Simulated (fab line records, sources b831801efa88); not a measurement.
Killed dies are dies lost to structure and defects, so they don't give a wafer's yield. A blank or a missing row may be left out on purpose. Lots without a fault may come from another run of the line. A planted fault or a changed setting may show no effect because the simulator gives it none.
Problem report in the 8D (eight disciplines) form, filled by code | flow sky130 | the parts of the form that need people (team, actions taken, sign-off) are left out

1. THE PROBLEM
killed_at_contacts at SKY_PAD_OPEN_PROBE_99 reads a mean of 82 on 2 wafers of 1 lot; wafers without a fault read 24 with a standard deviation of 5.3. That is +11 standard deviations from the usual mean.
First seen on wafer L273.2, day 48 20:53, on prober-01. The record holds 39 wafers of 13 lots with a number at this step. Rule for "out", or "out of limits": more than 4 standard deviations from the usual mean. The other wafers with a number count as sound.

2. WHAT IT IS AND WHAT IT IS NOT
question                    | is                 | is not
which readings at this step | killed_at_contacts | killed_at_M4_up, killed_at_front_end, killed_at_other, killed_open
which lots                  | L273               | L261, L263, L264, L265, L267, L268, L269, L277, L278, L281, L282, L283
which wafers of those lots  | L273.2, L273.6     | L273.3
read on which tools         | prober-01          | prober-02
when                        | from day 48 20:53  | up to then (21 sound wafers); but 16 sound wafers of L273, L277, L278, L281, L282, L283 came after

3. SUSPECTS, AND WHAT RULES EACH OUT
Counting: a tool at a process step up to the reading stays a suspect if it ran every lot that is out. Sound lots after the first of them don't rule it out here, since some wafers of a struck lot are sound.
- rie_metal-01 at SKY_LOCAL_INTERCONNECT_METAL_ETCH_14 (etches TiN in Cl2/BCl3, stops on PSG, target depth 110 nm, time 31.4 s): kept. It ran the lot that is out, L273 (day 34 14:46); its last sound lot up to then is L263 (day 31 01:59).
- prober-01 at SKY_PAD_OPEN_PROBE_99: kept. It ran the lot that is out, L273 (day 48 20:53); its last sound lot up to then is L269 (day 48 09:09). Its own readings are out on those wafers: killed_at_contacts.
- Within rie_metal-01 at SKY_LOCAL_INTERCONNECT_METAL_ETCH_14: the wafers that are out ran in chamber 1; their sound lot-mates ran in chamber 0.
Left after counting: rie_metal-01 at SKY_LOCAL_INTERCONNECT_METAL_ETCH_14, prober-01 at SKY_PAD_OPEN_PROBE_99.

4. THE CAUSE (what the simulator had put in)
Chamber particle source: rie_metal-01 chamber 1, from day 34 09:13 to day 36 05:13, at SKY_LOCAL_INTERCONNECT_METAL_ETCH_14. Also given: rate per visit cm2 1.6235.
Counting left 2 suspects, and this tool is among them.

5. THE CHAIN OF EFFECTS, in route order
Each row: a reading whose mean over the struck wafers that have a number lies more than 3 standard deviations from the usual. Only readings for which the record gives a usual standard deviation are gone through. hours: the time from each lot's start at the first step in this table that gives one to its start at this step, as a median over the lots. sigmas: the change in usual standard deviations.
hours | step                  | reading            | usual | on struck wafers | change | sigmas
0     | SKY_PAD_OPEN_PROBE_99 | killed_at_contacts | 24    | 82               | +58    | +11
0     | SKY_PAD_OPEN_PROBE_99 | killed_dies        | 86    | 138              | +52    | +5.5
The process steps in it:
- SKY_PAD_OPEN_PROBE_99

6. WHAT WOULD HAVE CAUGHT IT SOONER
In this record the first reading out of limits was taken at day 48 20:53, 348 hours after the fault began at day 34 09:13.
Of the tool readings at SKY_LOCAL_INTERCONNECT_METAL_ETCH_14 for which the record gives a usual standard deviation, none was out on any struck wafer, so an alarm limit of 4 standard deviations on them would not have fired.
All the lots that are out (1) had begun SKY_LOCAL_INTERCONNECT_METAL_ETCH_14 on rie_metal-01 by day 48 20:53. A hold on the tool at that time would have spared none of them.
